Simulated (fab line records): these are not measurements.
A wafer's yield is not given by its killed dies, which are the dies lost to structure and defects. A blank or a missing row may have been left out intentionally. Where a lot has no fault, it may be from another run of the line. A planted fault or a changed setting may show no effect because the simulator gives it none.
The tool behind it: which one? ; flow sky130 ; route of 708 steps, sampled at 1 step: 13 lots, 39 wafers

== WHAT THE GAUGES READ, wafer by wafer ==
No reading from a measuring or inspecting step in the record can be judged against a usual standard deviation.

== WHICH TOOL RAN EACH LOT (tool, then ch and the chambers of the sampled wafers, then the start) ==
lot;SKY_POLY_GATE_ETCH_16
L781;rie_diel-03 ch 0,1,3, day 16 20:34
L782;rie_diel-04 ch 0,1,2, day 17 02:54
L783;rie_diel-01 ch 0,3, day 17 10:15
L789;rie_diel-01 ch 1,2,3, day 20 21:22
L793;rie_diel-03 ch 0,1,2, day 21 17:08
L794;rie_diel-03 ch 1,2,3, day 22 03:15
L795;rie_diel-03 ch 0,2,3, day 22 14:19
L796;rie_diel-03 ch 0,1,3, day 22 22:30
L797;rie_diel-04 ch 1,2,3, day 23 07:59
L799;rie_diel-04 ch 0,1,2, day 23 20:03
L800;rie_diel-03 ch 0,1,2, day 24 06:42
L801;rie_diel-01 ch 1,2, day 24 07:08
L802;rie_diel-04 ch 1,2, day 24 11:05
- SKY_POLY_GATE_ETCH_16: etches Si3N4 in CH3F/O2, stops on poly-Si, time 147.5 s, target depth 75 nm.

== WHAT THE TOOLS THEMSELVES READ (means of the sampled wafers that have a number; where no wafer has one, the mark that the record gives instead) ==
SKY_POLY_GATE_ETCH_16.
lot;tool;O2_flow_sccm (sccm);bias_w (W);drypump_motor_current_A (A);oes_product_au (a.u.);throttle_valve_pct (%)
L781;rie_diel-03;30.04;80.06;6.4;0.638;10.537
L782;rie_diel-04;29.97;80.03;5.4;0.640;10.532
L783;rie_diel-01;30.01;80.20;5.8;0.644;10.527
L789;rie_diel-01;29.96;83.93;5.6;0.649;10.540
L793;rie_diel-03;29.99;80.17;6.2;0.636;10.543
L794;rie_diel-03;29.93;80.05;5.9;0.644;10.531
L795;rie_diel-03;29.99;80.10;5.9;0.641;10.529
L796;rie_diel-03;29.96;80.00;6.4;0.646;10.537
L797;rie_diel-04;30.02;79.98;5.5;0.643;10.530
L799;rie_diel-04;30.03;80.22;5.4;0.642;10.535
L800;rie_diel-03;30.02;79.88;6.2;0.639;10.530
L801;rie_diel-01;30.09;79.90;5.4;0.642;10.530
L802;rie_diel-04;30.03;79.84;5.3;0.641;10.538

== THE ANSWER, worked out from the rows above alone ==
Rule: what is usual is taken from the lots themselves. The widest of any qualifying gaps counts: lots, ordered by their means at a reading, are off when they make up no more than a third of the lots, leave a main group of 4 or more, and stand apart from it by 3 or more times the standard deviation of that group's means. A main group is skipped when, at the precision printed for the reading in the tables above, its means are all equal. Also off: a lot with no number at a reading for which 4 or more lots have one. The other lots that the step has rows for count as sound. After the gauges, taken in route order, come the tools' own readings; for these a lot's mean is taken, as printed above. The first step at which some lot is off is used, and at that step the reading that is off furthest; a lot without a number counts as furthest.
Off: L789 (SKY_POLY_GATE_ETCH_16, bias_w). Mean 80.04 W and standard deviation 0.12 in the main group.
If a tool, at that step or one of the process steps before it, ran each lot that is off and ran no sound lot following the first of them, it fits. Of those tried, none fits.

== WHAT THE SIMULATOR PUT IN ==
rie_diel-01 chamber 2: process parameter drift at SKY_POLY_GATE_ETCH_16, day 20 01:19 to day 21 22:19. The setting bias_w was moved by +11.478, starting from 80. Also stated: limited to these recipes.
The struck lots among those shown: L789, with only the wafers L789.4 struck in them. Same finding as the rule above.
